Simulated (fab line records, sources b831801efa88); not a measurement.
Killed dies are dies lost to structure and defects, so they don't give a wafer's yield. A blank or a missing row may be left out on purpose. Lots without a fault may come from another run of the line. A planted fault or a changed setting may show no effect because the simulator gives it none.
A struck lot beside a sound one | flow sfq_line | 42 steps out of a route of 325
Sound: wafers L268.2, L268.3, L268.4. Struck: wafer L272.3. (L272.2, L272.6 of the same lot were not struck and are left out.) The cause comes at the end.
At each step with rows: each side's tool, then ch and its chambers, then its first start. Under that, the readings that differ: sound wafers | struck wafers | difference of the means | sigmas: that difference in standard deviations of wafers without a fault.
alike: readings whose means differ by less than 2 such deviations, and words and numbers that are the same on both sides. not compared: withheld readings, readings that some wafer has no value for, bounds like >300 that may hide the same value, and numbers for which the record gives no deviation and whose values overlap.
The two part at a step that has a row with sigmas, a row that says differs or no value, or rows on one side only. Numbers that don't overlap but have no deviation are shown without sigmas and don't part them. A reading that every wafer of one side lacks parts them only if that side has two wafers or more.

first, 6 steps without rows for these wafers: SFQ_TRILAYER_C5_LITHO_COAT_156 (resist thk 62 nm); SFQ_TRILAYER_C5_LITHO_COAT_151 (resist thk 650 nm); SFQ_TRILAYER_C5_LITHO_SOFTBAKE_155; SFQ_TRILAYER_C5_LITHO_EXPOSE_152 (exposes mask C5, target cd 500 nm); SFQ_TRILAYER_C5_LITHO_PEB_154 (peb time 60 s); SFQ_TRILAYER_C5_LITHO_DEVELOP_153 (time 60 s).
SFQ_C5_OVL_MEAS_937:
  sound on overlay-02, day 71 00:38; struck on overlay-02, day 71 10:14
  alike: C5_OVL
then, 5 steps without rows for these wafers: SFQ_TRILAYER_C5_BARC_OPEN_VIA_ETCH_210 (etches BARC in O2, target depth 125 nm, time 41.7 s); SFQ_TRILAYER_C5_ETCH_VIA_ETCH_154 (etches SiO2 in CHF3, stops on Nb, target depth 84 nm); SFQ_TRILAYER_C5_STRIP_STRIP_155 (strips in O2); SFQ_TRILAYER_C5_STRIP_SOLV_CLEAN_156 (cleans in NMP, time 600 s); SFQ_TRILAYER_M6_DEP_PRE_CLEAN_158 (time 22.5 s).
SFQ_TRILAYER_M6_DEP_SPUTTER_157: material Nb, target thk 200 nm, time 133.3 s.
  sound on pvd_sputter-06, day 71 01:34; struck on pvd_sputter-06, day 71 11:10
  reading                                             | sound             | struck | difference | sigmas
  model.Nb_of_TRILAYER_M6_DEP_SPUTTER_157.thk_nm (nm) | 199.5 198.6 198.1 | 189.5  | -9.2       |
  alike: throttle_valve_pct
SFQ_M6_RS_MEAS_938: measures by four-point-probe.
  sound on film_metro-03, day 71 01:40; struck on film_metro-02, day 71 11:16
  reading           | sound             | struck | difference | sigmas
  M6_NB_RS (ohm/sq) | 0.894 0.898 0.900 | 0.940  | +0.043     | +4
then, 6 steps without rows for these wafers: SFQ_TRILAYER_M6_LITHO_COAT_164 (resist thk 62 nm); SFQ_TRILAYER_M6_LITHO_COAT_159 (resist thk 600 nm); SFQ_TRILAYER_M6_LITHO_SOFTBAKE_163; SFQ_TRILAYER_M6_LITHO_EXPOSE_160 (exposes mask M6, target cd 500 nm); SFQ_TRILAYER_M6_LITHO_PEB_162 (peb time 60 s); SFQ_TRILAYER_M6_LITHO_DEVELOP_161 (time 60 s).
SFQ_M6_OVL_MEAS_940:
  sound on overlay-01, day 71 08:57; struck on overlay-01, day 71 19:45
  alike: M6_OVL
then, 1 step without rows for these wafers: SFQ_TRILAYER_M6_BARC_OPEN_METAL_ETCH_206 (etches BARC in O2, target depth 125 nm, time 41.7 s).
SFQ_TRILAYER_M6_ETCH_METAL_ETCH_162: etches Nb in Cl2/Ar, stops on SiO2, target depth 240 nm, time 120 s.
  sound on rie_metal-04 ch 0,1, day 71 09:02; struck on rie_metal-01 ch 0, day 71 19:50
  reading               | sound             | struck | difference | sigmas
  oes_product_au (a.u.) | 0.897 0.888 0.883 | 0.870  | -0.019     | -3
  alike: drypump_motor_current_A
  not compared: rf_hours_counter_h
then, 2 steps without rows for these wafers: SFQ_TRILAYER_M6_STRIP_STRIP_163 (strips in O2); SFQ_TRILAYER_M6_STRIP_SOLV_CLEAN_164 (cleans in NMP, time 600 s).
SFQ_TRILAYER_I6_DEP_PECVD_165: deposits SiO2 from SiH4/N2O, time 111.11 s, target thk 500 nm.
  sound on pecvd-02 ch 0,1,2, day 71 09:56; struck on pecvd-03 ch 1, day 71 20:44
  alike: heater_power_w, throttle_valve_pct
SFQ_TRILAYER_I6_CMP_CMP_166: polishes SiO2.
  sound on cmp-02 ch 0,1,3, day 71 10:01; struck on cmp-01 ch 3, day 71 21:50
  reading                | sound       | struck | difference | sigmas
  time_to_endpoint_s (s) | 204 209 214 | 225    | +16        | +2
  alike: motor_current_A
SFQ_I6_BOW_MEAS_941:
  sound on film_metro-01, day 71 13:02; struck on film_metro-02, day 71 23:52
  reading     | sound       | struck | difference | sigmas
  I6_BOW (um) | -16 -14 -16 | 18     | +33        | +3
SFQ_TRILAYER_I6_METRO_MEASURE_167:
  sound on film_metro-01, day 71 13:20; struck on film_metro-02, day 72 00:10
  alike: thk_nm
then, 6 steps without rows for these wafers: SFQ_TRILAYER_I6_VIA_LITHO_COAT_174 (resist thk 62 nm); SFQ_TRILAYER_I6_VIA_LITHO_COAT_169 (resist thk 650 nm); SFQ_TRILAYER_I6_VIA_LITHO_SOFTBAKE_173; SFQ_TRILAYER_I6_VIA_LITHO_EXPOSE_170 (exposes mask I6, target cd 700 nm); SFQ_TRILAYER_I6_VIA_LITHO_PEB_172 (peb time 60 s); SFQ_TRILAYER_I6_VIA_LITHO_DEVELOP_171 (time 60 s).
-- the record jumps here: 4 days lie between the struck wafers' starts before and after --
SFQ_I6_OVL_MEAS_942:
  sound on overlay-02, day 75 11:18; struck on overlay-02, day 75 17:40
  alike: I6_OVL
then, 1 step without rows for these wafers: SFQ_TRILAYER_I6_VIA_BARC_OPEN_VIA_ETCH_235 (etches BARC in O2, target depth 125 nm, time 41.7 s).
SFQ_TRILAYER_I6_VIA_ETCH_VIA_ETCH_172: etches SiO2 in CHF3, stops on Nb, target depth 260 nm.
  sound on rie_diel-03 ch 0,1,2, day 75 11:22; struck on rie_diel-02 ch 2, day 75 17:44
  alike: drypump_motor_current_A, oes_product_au
SFQ_TRILAYER_I6_VIA_STRIP_STRIP_173: strips in O2.
  sound on rie_metal-04 ch 0,1, day 75 11:29; struck on rie_metal-03 ch 0, day 75 17:51
  reading                     | sound       | struck | difference | sigmas
  drypump_motor_current_A (A) | 5.7 5.9 5.7 | 5.1    | -0.7       | -2
  alike: oes_product_au
  not compared: rf_hours_counter_h
then, 2 steps without rows for these wafers: SFQ_TRILAYER_I6_VIA_STRIP_SOLV_CLEAN_174 (cleans in NMP, time 600 s); SFQ_TRILAYER_M7_DEP_PRE_CLEAN_176 (time 22.5 s).
-- the record jumps here: 5 days lie between the struck wafers' starts before and after --
SFQ_M8_BOW_MEAS_951:
  sound on film_metro-02, day 77 19:08; struck on film_metro-03, day 80 07:17
  reading                 | sound              | struck | difference | sigmas
  M8_BOW (um)             | -10 -8 -8          | 21     | +30        | +2
  model.etest.m6.ohm_um   | 1.779 1.786 1.784  | 1.889  | +0.106     |
  model.etest.i5.link_ohm | 2.303 2.305 2.304  | 2.344  | +0.040     |
  model.etest.i6.link_ohm | 1.901 1.884 1.886  | 1.94   | +0.05      |
  model.etest.m6.ohm_sq   | 0.892 0.8957 0.898 | 0.939  | +0.044     |

WHERE THEY PART
First at SFQ_M6_RS_MEAS_938; last, within this record, at SFQ_M8_BOW_MEAS_951.

WHY: what the simulator had put in
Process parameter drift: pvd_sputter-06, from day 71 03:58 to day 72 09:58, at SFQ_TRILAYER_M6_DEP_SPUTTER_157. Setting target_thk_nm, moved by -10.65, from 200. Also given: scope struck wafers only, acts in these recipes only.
